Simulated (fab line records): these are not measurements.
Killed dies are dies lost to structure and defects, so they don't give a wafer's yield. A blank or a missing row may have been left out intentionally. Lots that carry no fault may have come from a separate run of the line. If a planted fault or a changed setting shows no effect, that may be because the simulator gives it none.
fab line records	flow sky130
[record] lots = 11	wafers = 33	last-day = 51
route steps=708 shown VIA2@509 METAL4@635 METAL5@666 PAD_OPEN@701
lots that met no fault: from a run of the same line without faults
start-h: hours from the record's opening day to when the first of the lot's shown wafers began	wait-h: time in hours since the lot's previous step	" unchanged from the row above	L1.1+2: a row that stands for several wafers	- no value, or no start given	* or withheld: withheld	< > ~ a bound
route shown NAME@n: names a module that has steps shown in the file, with the first one's number in the route	usual: mean and standard deviation over wafers with no fault	same: alike in all rows	chamber/n: place in a boat	sites: the reading at each site	_std_site: standard deviation across them	_edge_site: outer sites' mean less inner sites'	radius-mm: how far each site lies from the wafer's centre	mask NAME#n: copy n	behind: the tool/chamber that last shaped the wafer	hold: reason for holding the lot/hours on hold/outcome of the hold	device: the n, p or np transistor that did not switch	end of line: the tests these same wafers got at the end of their route	where a step has no rows: the recipe by itself	killed: not the wafer's yield, but the dies lost to structure and defects at the first sort	map: shows each die of a wafer: x if killed, . if not, _ if none is there
set.NAME: the run value of the setting; set.NAME@STEP: its run value at that earlier step	model.NAME: the simulator's own value behind a step, which no gauge read
the route's steps for a sample of lots (tables are steps, rows are wafers)
services: a tool's chamber out of use, with start hour (start-h, from the record's first day; less than 0 if before it), hours out, and reason
[[steps]]
[step SKY_VIA2_CMP_02]
[recipe] material = SiO2	down-force-psi = 4	platen-rpm = 60	pad-velocity-m-s = 0.94248
[usual] motor-current-A = 12.0/1.6
lot.wafer	tool	chamber	start-h	wait-h	motor-current-A
L388.2	cmp-01	2	845.91	0.0	13.1
L388.1	"	0	"	"	10.7
L388.4	"	1	"	"	12.2
L387.1	cmp-01	1	847.37	0.1	12.2
L387.3	"	0	"	"	10.4
L387.5	"	2	"	"	13.1
L395.2	cmp-01	0	880.36	0.0	10.5
L395.4	"	1	"	"	11.8
L395.3	"	2	"	"	13.2
L397.4	cmp-01	1	886.77	0.0	11.8
L397.6	"	1	"	"	12.2
L397.5	"	2	"	"	12.8
L402.1	cmp-01	2	995.00	0.1	13.8
L402.4	"	0	"	"	10.3
L402.5	"	2	"	"	13.2
L406.1	cmp-01	1	996.46	0.1	11.6
L406.2	"	3	"	"	13.8
L406.6	"	2	"	"	13.1
L404.4	cmp-01	0	998.90	0.0	10.4
L404.6	"	0	"	"	11.1
L404.5	"	1	"	"	11.3
L403.1	cmp-01	0	1000.60	0.1	11.0
L403.6	"	0	"	"	10.9
L403.5	"	1	"	"	12.1
L409.4	cmp-02	3	1002.00	0.2	9.1
L409.2	"	0	"	"	11.1
L409.5	"	2	"	"	15.1
L410.2	cmp-01	0	1002.00	0.0	11.2
L410.1	"	2	"	"	13.4
L410.6	"	1	"	"	12.1
L405.4	cmp-02	1	1004.24	0.2	11.5
L405.3	"	2	"	"	15.2
L405.5	"	1	"	"	11.3
[step SKY_METAL4_STRIP_19]
[recipe] chemistry = O2/N2	power-w = 1400	pressure-mtorr = 1500	platen-temp-c = withheld	o2-flow-sccm = 3000	n2-flow-sccm = 300	overash-fraction = 0.5
[usual] drypump-motor-current-A = 5.6/0.39	o2-flow-sccm = 2999/9.3	oes-product-au = 0.503/0.0057	strip-time-to-endpoint-s = 6.57/0.083
lot.wafer	tool	chamber	start-h	wait-h	drypump-motor-current-A	o2-flow-sccm	oes-product-au	rf-hours-counter-h	strip-time-to-endpoint-s
L388.1	plasma-asher-03	0	1000.17	0.1	5.9	2979	0.512	117	6.52
L388.2	"	1	"	"	5.5	3001	0.516	117	6.67
L388.4	"	0	"	"	5.9	3017	0.514	-	6.61
L387.1	plasma-asher-01	0	1002.27	0.1	4.8	2992	0.505	86	6.58
L387.3	"	1	"	"	5.9	3014	0.498	-	6.54
L387.5	"	0	"	"	4.7	3009	0.509	-	6.54
L395.2	plasma-asher-04	0	1029.42	0.2	5.7	3001	0.503	26	6.47
L395.3	"	1	"	"	5.6	3002	0.509	-	6.51
L395.4	"	0	"	"	5.8	2992	0.498	-	6.44
L397.4	plasma-asher-03	1	1034.35	0.1	5.5	3010	0.504	-	6.64
L397.5	"	1	"	"	5.5	3018	0.496	-	6.61
L397.6	"	0	"	"	5.9	2985	0.499	-	6.69
L402.1	plasma-asher-04	0	1130.47	0.1	5.7	2986	0.507	36	6.57
L402.4	"	0	"	"	5.7	2983	0.499	-	6.53
L402.5	"	0	"	"	5.7	2995	0.495	-	6.56
L406.1	plasma-asher-01	0	1131.75	0.3	4.7	2996	0.502	96	6.57
L406.2	"	1	"	"	5.9	3005	0.507	96	6.57
L406.6	"	1	"	"	5.9	3006	0.519	-	6.55
L404.4	plasma-asher-01	0	1137.65	0.1	4.7	3006	0.501	-	6.54
L404.5	"	0	"	"	4.7	3002	0.498	-	6.49
L404.6	"	1	"	"	5.9	3020	0.508	-	6.64
L403.1	plasma-asher-04	1	1137.77	0.1	5.6	2987	0.485	37	6.39
L403.5	"	1	"	"	5.6	2993	0.511	-	6.63
L403.6	"	0	"	"	5.7	3000	0.500	-	6.44
L409.2	plasma-asher-01	0	1141.02	0.1	4.8	3002	0.507	97	6.51
L409.4	"	1	"	"	6.0	3006	0.500	-	6.59
L409.5	"	0	"	"	4.7	2978	0.495	-	6.45
L410.1	plasma-asher-04	1	1141.72	0.1	5.6	3005	0.501	37	6.50
L410.2	"	0	"	"	5.8	2999	0.507	37	6.69
L410.6	"	0	"	"	5.7	3002	0.502	-	6.50
L405.3	plasma-asher-03	1	1143.17	0.1	5.5	2994	0.501	-	6.65
L405.4	"	0	"	"	5.9	3010	0.509	-	6.45
L405.5	"	0	"	"	5.9	2994	0.506	-	6.68
[step SKY_METAL5_RS_MEAS_05]
[recipe] thk-meas-gauge = four-point-probe	reads = TiN_of_METAL5_SPUTTER_04+Ti_of_METAL5_SPUTTER_03+AlCu_of_METAL5_SPUTTER_02+TiN_of_METAL5_SPUTTER_01+Ti_of_METAL5_SPUTTER_00
[usual] METAL5_ALCU_RS = 0.0270/0.00035
lot.wafer	tool	chamber	start-h	wait-h	METAL5_ALCU_RS[ohm/sq]
L388.1	film-metro-01	-	1026.39	0.0	0.0265
L388.2	"	-	"	"	0.0267
L388.4	"	-	"	"	0.0268
L387.1	film-metro-01	-	1028.39	0.0	0.0266
L387.3	"	-	"	"	0.0264
L387.5	"	-	"	"	0.0265
L395.2	film-metro-01	-	1055.18	0.0	0.0272
L395.3	"	-	"	"	0.0271
L395.4	"	-	"	"	0.0271
L397.4	film-metro-03	-	1059.16	0.1	0.0272
L397.5	"	-	"	"	0.0269
L397.6	"	-	"	"	0.0268
L402.1	film-metro-01	-	1152.14	0.0	0.0263
L402.4	"	-	"	"	0.0265
L402.5	"	-	"	"	0.0265
L406.1	film-metro-03	-	1153.00	0.0	0.0272
L406.2	"	-	"	"	0.0269
L406.6	"	-	"	"	0.0272
L404.4	film-metro-01	-	1157.60	0.1	0.0267
L404.5	"	-	"	"	0.0268
L404.6	"	-	"	"	0.0267
L403.1	film-metro-03	-	1157.84	0.0	0.0270
L403.5	"	-	"	"	0.0270
L403.6	"	-	"	"	0.0269
L409.2	film-metro-03	-	1162.27	0.0	0.0268
L409.4	"	-	"	"	0.0267
L409.5	"	-	"	"	0.0268
L410.1	film-metro-01	-	1162.49	0.0	0.0274
L410.2	"	-	"	"	0.0278
L410.6	"	-	"	"	0.0276
L405.3	film-metro-01	-	1164.44	0.1	0.0267
L405.4	"	-	"	"	0.0271
L405.5	"	-	"	"	0.0267
[step SKY_PAD_OPEN_ETCH_07]
[recipe] chemistry = CF4/O2	target-depth-nm = 725	stop-on = AlCu	source-w = 800	bias-w = 150	pressure-mtorr = 150	cf4-flow-sccm = 80	O2_flow_sccm = 10	time-s = 161.1
[usual] drypump-motor-current-A = 5.6/0.44	oes-product-au = 0.978/0.0071	throttle-valve-pct = 5.965/0.0096
lot.wafer	tool	chamber	start-h	wait-h	drypump-motor-current-A	oes-product-au	rf-hours-counter-h	throttle-valve-pct
L388.1	rie-diel-03	1	1096.78	-	4.7	0.961	16	5.970
L388.2	"	3	"	"	5.7	0.983	21	5.964
L388.4	"	2	"	"	5.7	0.987	9	5.968
L387.1	rie-diel-03	2	1100.04	-	5.7	0.964	10	5.948
L387.3	"	1	"	"	4.7	0.966	17	5.970
L387.5	"	2	"	"	5.7	0.971	-	5.960
L395.2	rie-diel-04	2	1122.63	-	5.8	0.974	27	5.959
L395.3	"	1	"	"	5.7	0.974	18	5.968
L395.4	"	3	"	"	6.0	0.983	22	5.969
L397.4	rie-diel-03	3	1125.48	-	5.8	0.975	22	5.955
L397.5	"	3	"	"	5.7	0.977	-	5.974
L397.6	"	0	"	"	5.5	0.971	-	5.953
L402.1	rie-diel-04	2	1208.54	-	5.8	0.980	30	5.978
L402.4	"	1	"	"	5.7	0.983	21	5.958
L402.5	"	1	"	"	5.7	0.985	-	5.962
L406.1	rie-diel-03	3	1209.39	-	5.7	0.977	25	5.959
L406.2	"	1	"	"	4.7	0.968	20	5.962
L406.6	"	2	"	"	5.8	0.982	-	5.965
L404.4	rie-diel-04	2	1211.18	-	5.8	0.974	30	5.972
L404.5	"	0	"	"	5.5	0.987	-	5.970
L404.6	"	1	"	"	5.6	0.979	-	5.965
L403.1	rie-diel-02	0	1212.09	-	6.5	0.979	22	5.972
L403.5	"	3	"	"	5.6	0.991	-	5.967
L403.6	"	2	"	"	5.2	0.987	-	5.977
L409.2	rie-diel-02	1	1214.89	-	5.6	0.977	25	5.963
L409.4	"	3	"	"	5.6	0.985	13	5.953
L409.5	"	0	"	"	6.5	0.988	-	5.975
L410.1	rie-diel-03	2	1215.89	-	5.7	0.983	15	5.958
L410.2	"	0	"	"	5.5	0.982	29	5.952
L410.6	"	0	"	"	5.5	0.989	-	5.956
L405.3	rie-diel-03	2	1218.63	-	5.7	0.974	15	5.967
L405.4	"	3	"	"	5.7	0.981	25	5.961
L405.5	"	1	"	"	4.8	0.982	-	5.960
[step SKY_PAD_OPEN_PROBE_99]
[usual] defect-limited-yield = 82.5/2	killed_at_M0_to_M3 = 42/7.3	killed_at_M4_up = 3.4/2	killed-at-contacts = 24/5.6	killed-at-front-end = 16/4.5	killed-at-other = 0.2/0.51	killed-dies = 86/9.8	killed-on-rim = 17/3.8	killed-open = 46/7	killed-short = 40/6.7	sort_bin_3_pad_short = 0.9/0.42	sort_bin_5_function = 10.3/1.5	sort_bin_6_memory = 6.3/1.3	sort-n-pass = 406/9.8	sort-yield-pct = 82.5/2
[same] gross-dies = 492	killed-at-back-side = 0	sort_bin_4_leakage[%] = 0	sort_bin_8_speed[%] = 0
lot.wafer	tool	chamber	start-h	wait-h	defect-limited-yield[%]	killed_at_M0_to_M3	killed_at_M4_up	killed-at-contacts	killed-at-front-end	killed-at-other	killed-dies	killed-on-rim	killed-open	killed-short	sort_bin_3_pad_short[%]	sort_bin_5_function[%]	sort_bin_6_memory[%]	sort-n-pass	sort-yield-pct[%]
L388.1	prober-01	-	1099.95	0.1	83.3	49	1	21	11	0	82	15	44	38	0.6	11.8	4.3	410	83.3
L388.2	prober-01	-	1100.00	0.1	84.1	51	0	15	12	0	78	16	38	40	0.4	11.0	4.5	414	84.1
L388.4	prober-01	-	1100.10	0.2	83.5	49	3	15	13	1	81	13	42	39	1.4	10.4	4.7	411	83.5
L387.1	prober-02	-	1103.25	0.3	82.7	45	2	26	12	0	85	19	43	42	1.2	9.3	6.7	407	82.7
L387.3	prober-02	-	1103.35	0.3	82.3	42	4	21	20	0	87	18	42	45	0.8	11.6	5.3	405	82.3
L387.5	prober-02	-	1103.45	0.4	85.0	38	2	24	10	0	74	11	41	33	0.6	9.8	4.7	418	85.0
L395.2	prober-01	-	1125.08	0.1	80.7	45	3	25	21	1	95	19	54	41	0.8	12.4	6.1	397	80.7
L395.3	prober-01	-	1125.13	0.2	83.3	45	3	23	10	1	82	22	49	33	0.2	11.2	5.3	410	83.3
L395.4	prober-01	-	1125.18	0.2	44.1	242	4	15	14	0	275	56	33	30	3.0	38.0	14.8	217	44.1
L397.4	prober-01	-	1127.95	0.2	45.5	223	2	24	19	0	268	51	31	36	3.9	35.8	14.8	224	45.5
L397.5	prober-01	-	1128.00	0.2	83.1	35	5	24	19	0	83	14	43	40	1.6	8.7	6.5	409	83.1
L397.6	prober-01	-	1128.05	0.2	44.5	238	0	25	10	0	273	60	41	35	3.0	37.6	14.8	219	44.5
L402.1	prober-01	-	1210.86	0.1	77.8	42	2	38	26	1	109	21	56	53	0.8	13.0	8.3	383	77.8
L402.4	prober-01	-	1211.01	0.2	82.7	49	6	16	14	0	85	18	40	45	1.2	10.2	5.9	407	82.7
L402.5	prober-01	-	1211.06	0.2	81.3	44	5	29	14	0	92	17	42	50	1.4	10.2	7.1	400	81.3
L406.1	prober-02	-	1212.36	0.1	80.1	57	4	17	20	0	98	24	56	42	0.6	11.6	7.7	394	80.1
L406.2	prober-02	-	1212.41	0.1	79.7	56	2	28	14	0	100	17	43	57	1.0	10.8	8.5	392	79.7
L406.6	prober-02	-	1212.61	0.2	82.7	40	5	20	20	0	85	14	42	43	0.6	10.2	6.5	407	82.7
L404.4	prober-01	-	1214.01	0.2	84.3	36	4	27	10	0	77	15	33	44	0.4	9.6	5.7	415	84.3
L404.5	prober-01	-	1214.06	0.2	82.3	43	7	22	15	0	87	17	43	44	1.4	10.4	5.9	405	82.3
L404.6	prober-01	-	1214.11	0.2	83.1	42	7	20	14	0	83	16	40	43	0.6	10.4	5.9	409	83.1
L403.1	prober-02	-	1214.51	0.1	85.4	28	1	31	12	0	72	9	40	32	0.4	8.3	5.9	420	85.4
L403.5	prober-02	-	1214.71	0.2	83.5	43	3	23	12	0	81	19	42	39	1.2	10.8	4.5	411	83.5
L403.6	prober-02	-	1214.76	0.2	82.1	43	3	25	17	0	88	21	51	37	0.8	9.8	7.3	404	82.1
L409.2	prober-01	-	1217.29	0.1	82.1	45	3	24	16	0	88	17	43	45	1.4	8.5	7.9	404	82.1
L409.4	prober-01	-	1217.39	0.2	83.1	41	2	28	11	1	83	15	39	44	1.0	10.4	5.5	409	83.1
L409.5	prober-01	-	1217.44	0.2	80.3	43	7	24	22	1	97	20	47	49	1.8	10.4	7.5	395	80.3
L410.1	prober-02	-	1218.28	0.1	81.3	42	3	21	26	0	92	14	40	52	0.2	11.4	7.1	400	81.3
L410.2	prober-02	-	1218.33	0.1	79.7	48	4	29	19	0	100	26	49	50	0.8	10.4	9.1	392	79.7
L410.6	prober-02	-	1218.53	0.2	82.3	52	1	19	15	0	87	21	49	38	1.4	8.9	7.3	405	82.3
L405.3	prober-02	-	1222.03	0.2	81.7	35	3	33	19	0	90	23	47	43	0.8	12.4	5.1	402	81.7
L405.4	prober-02	-	1222.08	0.2	86.2	29	3	19	17	0	68	10	21	47	1.0	8.3	4.5	424	86.2
L405.5	prober-02	-	1222.13	0.2	85.4	41	3	19	9	0	72	17	40	32	0.8	8.5	5.3	420	85.4
// killed by level:class
L388.1 VIA1:geometric-particle:open=13 METAL1:geometric-particle:short=8 VIA3:geometric-particle:open=8 CONTACT:geometric-particle:open=6 LI_CONTACT:geometric-particle:open=5 FIELD_ISO:geometric-particle:short=4 LOCAL_INTERCONNECT:geometric-particle:short=4 METAL2:geometric-particle:short=4
L388.2 VIA1:geometric-particle:open=14 VIA3:geometric-particle:open=13 VIA3:geometric-particle:short=6 SPACER:geometric-particle:short=5 METAL1:geometric-particle:short=5 METAL2:geometric-particle:short=5 VIA1:geometric-particle:short=4 LOCAL_INTERCONNECT:geometric-particle:short=4
L388.4 VIA1:geometric-particle:open=13 VIA3:geometric-particle:open=8 LI_CONTACT:geometric-particle:open=6 VIA3:geometric-particle:short=6 METAL2:geometric-particle:short=6 CONTACT:geometric-particle:short=4 METAL1:geometric-particle:short=4 VIA2:geometric-particle:open=4
L387.1 VIA1:geometric-particle:open=13 CONTACT:geometric-particle:open=11 CONTACT:geometric-particle:short=6 VIA1:geometric-particle:short=6 POLY_GATE:geometric-particle:short=5 METAL2:geometric-particle:short=5 LI_CONTACT:geometric-particle:open=4 LOCAL_INTERCONNECT:geometric-particle:short=4
L387.3 VIA1:geometric-particle:open=10 CONTACT:geometric-particle:open=9 VIA3:geometric-particle:open=7 CONTACT:geometric-particle:short=6 METAL1:geometric-particle:short=6 METAL2:geometric-particle:short=6 FIELD_ISO:geometric-particle:short=5 POLY_GATE:geometric-particle:open=4
L387.5 CONTACT:geometric-particle:open=17 METAL2:geometric-particle:short=9 VIA1:geometric-particle:open=9 VIA1:geometric-particle:short=6 POLY_GATE:geometric-particle:short=4 LI_CONTACT:geometric-particle:open=4 VIA3:geometric-particle:short=3 METAL1:geometric-particle:short=3
L395.2 LI_CONTACT:geometric-particle:open=10 VIA2:geometric-particle:open=8 LOCAL_INTERCONNECT:geometric-particle:short=7 FIELD_ISO:geometric-particle:open=6 POLY_GATE:geometric-particle:open=6 CONTACT:geometric-particle:open=6 VIA1:geometric-particle:open=6 VIA3:geometric-particle:open=6
L395.3 VIA2:geometric-particle:open=12 CONTACT:geometric-particle:open=7 VIA1:geometric-particle:open=7 VIA3:geometric-particle:open=7 LI_CONTACT:geometric-particle:open=5 METAL1:geometric-particle:short=5 LI_CONTACT:geometric-particle:short=4 LOCAL_INTERCONNECT:geometric-particle:short=4
L395.4 VIA2:unspecified=212 CONTACT:geometric-particle:open=8 METAL2:geometric-particle:short=7 FIELD_ISO:geometric-particle:open=6 VIA2:geometric-particle:open=5 VIA1:geometric-particle:short=4 VIA1:geometric-particle:open=4 POLY_GATE:geometric-particle:open=3
L397.4 VIA2:unspecified=201 CONTACT:geometric-particle:short=7 VIA1:geometric-particle:open=7 FIELD_ISO:geometric-particle:short=6 CONTACT:geometric-particle:open=6 FIELD_ISO:geometric-particle:open=4 LI_CONTACT:geometric-particle:short=4 LOCAL_INTERCONNECT:geometric-particle:short=4
L397.5 LI_CONTACT:geometric-particle:open=13 FIELD_ISO:geometric-particle:short=6 VIA2:geometric-particle:open=6 CONTACT:geometric-particle:open=5 METAL2:geometric-particle:short=5 FIELD_ISO:geometric-particle:open=4 POLY_GATE:geometric-particle:short=4 METAL1:geometric-particle:short=4
L397.6 VIA2:unspecified=197 LI_CONTACT:geometric-particle:open=10 VIA3:geometric-particle:open=10 METAL1:geometric-particle:short=7 VIA1:geometric-particle:open=7 METAL2:geometric-particle:short=6 CONTACT:geometric-particle:open=5 CONTACT:geometric-particle:short=4
L402.1 CONTACT:geometric-particle:open=17 CONTACT:geometric-particle:short=11 VIA2:geometric-particle:open=10 POLY_GATE:geometric-particle:short=7 METAL2:geometric-particle:short=7 FIELD_ISO:geometric-particle:short=6 POLY_GATE:geometric-particle:open=6 LI_CONTACT:geometric-particle:open=6
L402.4 VIA1:geometric-particle:open=13 VIA2:geometric-particle:open=8 CONTACT:geometric-particle:open=7 METAL4:geometric-particle:short=6 CONTACT:geometric-particle:short=6 METAL2:geometric-particle:short=6 VIA3:geometric-particle:open=6 FIELD_ISO:geometric-particle:short=5
L402.5 VIA1:geometric-particle:open=9 CONTACT:geometric-particle:short=8 VIA2:geometric-particle:open=8 LI_CONTACT:geometric-particle:open=7 CONTACT:geometric-particle:open=7 FIELD_ISO:geometric-particle:short=6 METAL2:geometric-particle:short=6 LOCAL_INTERCONNECT:geometric-particle:short=5
L406.1 VIA1:geometric-particle:open=13 VIA2:geometric-particle:open=10 VIA3:geometric-particle:open=10 METAL1:geometric-particle:short=9 POLY_GATE:geometric-particle:open=7 FIELD_ISO:geometric-particle:short=5 LI_CONTACT:geometric-particle:open=4 LOCAL_INTERCONNECT:geometric-particle:short=4
L406.2 METAL2:geometric-particle:short=16 LI_CONTACT:geometric-particle:open=11 METAL1:geometric-particle:short=9 VIA1:geometric-particle:open=8 LI_CONTACT:geometric-particle:short=6 VIA2:geometric-particle:short=6 POLY_GATE:geometric-particle:short=5 CONTACT:geometric-particle:short=5
L406.6 METAL2:geometric-particle:short=9 VIA2:geometric-particle:short=7 POLY_GATE:geometric-particle:short=6 LI_CONTACT:geometric-particle:open=6 VIA1:geometric-particle:open=6 CONTACT:geometric-particle:open=5 VIA3:geometric-particle:open=5 POLY_GATE:geometric-particle:open=4
L404.4 LOCAL_INTERCONNECT:geometric-particle:short=8 CONTACT:geometric-particle:open=7 CONTACT:geometric-particle:short=7 VIA1:geometric-particle:open=7 METAL1:geometric-particle:short=6 VIA3:geometric-particle:open=5 VIA2:geometric-particle:open=4 FIELD_ISO:geometric-particle:short=3
L404.5 CONTACT:geometric-particle:open=9 VIA1:geometric-particle:open=7 VIA3:geometric-particle:open=7 VIA1:geometric-particle:short=6 LI_CONTACT:geometric-particle:open=6 METAL2:geometric-particle:short=6 METAL4:geometric-particle:short=5 POLY_GATE:geometric-particle:short=4
L404.6 VIA2:geometric-particle:open=9 POLY_GATE:geometric-particle:short=7 VIA3:geometric-particle:open=7 LI_CONTACT:geometric-particle:open=6 METAL4:geometric-particle:short=6 METAL2:geometric-particle:short=6 CONTACT:geometric-particle:short=5 CONTACT:geometric-particle:open=4
L403.1 LI_CONTACT:geometric-particle:open=11 CONTACT:geometric-particle:open=8 VIA1:geometric-particle:open=8 LOCAL_INTERCONNECT:geometric-particle:short=4 CONTACT:geometric-particle:short=4 METAL1:geometric-particle:short=4 FIELD_ISO:geometric-particle:open=3 LI_CONTACT:geometric-particle:short=3
L403.5 VIA3:geometric-particle:open=9 CONTACT:geometric-particle:open=9 VIA1:geometric-particle:open=9 VIA3:geometric-particle:short=5 METAL2:geometric-particle:short=5 VIA2:geometric-particle:open=5 LI_CONTACT:geometric-particle:short=4 LOCAL_INTERCONNECT:geometric-particle:short=4
L403.6 VIA1:geometric-particle:open=12 METAL2:geometric-particle:short=9 LI_CONTACT:geometric-particle:open=8 LOCAL_INTERCONNECT:geometric-particle:short=6 CONTACT:geometric-particle:open=6 VIA2:geometric-particle:open=5 VIA3:geometric-particle:short=5 VIA3:geometric-particle:open=5
L409.2 VIA1:geometric-particle:open=8 CONTACT:geometric-particle:open=7 CONTACT:geometric-particle:short=7 METAL2:geometric-particle:short=6 VIA2:geometric-particle:open=6 VIA3:geometric-particle:open=6 VIA1:geometric-particle:short=5 FIELD_ISO:geometric-particle:open=4
L409.4 CONTACT:geometric-particle:open=10 VIA2:geometric-particle:open=8 CONTACT:geometric-particle:short=7 VIA1:geometric-particle:open=7 METAL3:geometric-particle:short=7 LI_CONTACT:geometric-particle:short=5 LI_CONTACT:geometric-particle:open=5 METAL1:geometric-particle:short=5
L409.5 CONTACT:geometric-particle:open=13 METAL1:geometric-particle:short=8 VIA3:geometric-particle:open=7 POLY_GATE:geometric-particle:open=7 VIA1:geometric-particle:open=7 VIA2:geometric-particle:open=5 VIA1:geometric-particle:short=5 METAL2:geometric-particle:short=5
L410.1 VIA1:geometric-particle:open=9 METAL3:geometric-particle:short=7 POLY_GATE:geometric-particle:short=7 LI_CONTACT:geometric-particle:open=7 FIELD_ISO:geometric-particle:short=5 CONTACT:geometric-particle:open=5 VIA3:geometric-particle:open=5 METAL1:geometric-particle:short=5
L410.2 VIA1:geometric-particle:open=12 METAL2:geometric-particle:short=10 VIA1:geometric-particle:short=9 FIELD_ISO:geometric-particle:short=7 LI_CONTACT:geometric-particle:open=7 CONTACT:geometric-particle:short=7 CONTACT:geometric-particle:open=6 POLY_GATE:geometric-particle:open=5
L410.6 VIA1:geometric-particle:open=16 VIA3:geometric-particle:open=9 FIELD_ISO:geometric-particle:short=7 LI_CONTACT:geometric-particle:open=6 CONTACT:geometric-particle:open=5 VIA1:geometric-particle:short=5 METAL2:geometric-particle:short=5 VIA2:geometric-particle:open=5
L405.3 LI_CONTACT:geometric-particle:open=11 METAL2:geometric-particle:short=6 POLY_GATE:geometric-particle:short=6 VIA3:geometric-particle:open=6 LOCAL_INTERCONNECT:geometric-particle:short=6 VIA1:geometric-particle:open=6 CONTACT:geometric-particle:short=5 CONTACT:geometric-particle:open=5
L405.4 LOCAL_INTERCONNECT:geometric-particle:short=6 METAL2:geometric-particle:short=6 FIELD_ISO:geometric-particle:short=5 CONTACT:geometric-particle:short=5 POLY_GATE:geometric-particle:short=4 LI_CONTACT:geometric-particle:open=4 METAL3:geometric-particle:short=4 METAL1:geometric-particle:short=3
L405.5 METAL2:geometric-particle:short=8 VIA1:geometric-particle:open=7 LI_CONTACT:geometric-particle:open=7 VIA1:geometric-particle:short=7 FIELD_ISO:geometric-particle:open=6 VIA2:geometric-particle:open=5 CONTACT:geometric-particle:open=4 CONTACT:geometric-particle:short=4
[[services]]
tool	chamber	start-h	hours	kind
plasma-asher-04	-	839.61	5.1	repair
plasma-asher-03	-	841.60	0.3	repair
rie-diel-03	-	859.90	1.2	repair
rie-diel-03	1	868.38	2.9	repair
cmp-01	-	895.79	1.2	repair
cmp-01	-	908.71	0.5	repair
cmp-01	-	912.00	4.0	pm
cmp-01	-	913.98	1.6	repair
cmp-01	-	923.15	0.9	repair
rie-diel-03	3	923.47	2.0	repair
cmp-01	-	937.20	6.7	repair
plasma-asher-04	-	938.07	0.9	repair
plasma-asher-04	-	981.82	1.2	repair
plasma-asher-04	-	998.39	1.5	repair
cmp-01	-	1051.17	1.5	repair
cmp-01	-	1062.67	1.7	repair
plasma-asher-01	-	1063.74	2.0	repair
cmp-01	-	1072.69	5.3	pm
plasma-asher-01	-	1076.71	28.1	pm
cmp-01	-	1092.75	5.9	pm
rie-diel-03	3	1145.73	2.4	repair
rie-diel-03	3	1152.50	8.7	repair
rie-diel-03	1	1163.62	14.7	repair
cmp-01	-	1169.77	4.0	pm
[[key]]
[first-sign] step = SKY_PAD_OPEN_PROBE_99	reading = killed_at_M0_to_M3	direction = up	sigmas = 26	usual = 42	struck = 234
[effect] step = SKY_PAD_OPEN_PROBE_99	reading = defect-limited-yield	direction = down	sigmas = 19	usual = 82.5	struck = 44.7
met-at SKY_VIA2_CMP_02
struck-lots L395,L397
struck-wafers L395.4,L397.4,L397.6
not-acting-at SKY_METAL4_STRIP_19,SKY_METAL5_RS_MEAS_05,SKY_PAD_OPEN_ETCH_07
onset-between 847.37 880.36
[fault] kind = chamber-particle-source	tool = cmp-01	chamber = 1	onset-h = 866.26	steps = SKY_VIA2_CMP_02	rate-per-visit-cm2 = 1.1005	end-h = 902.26
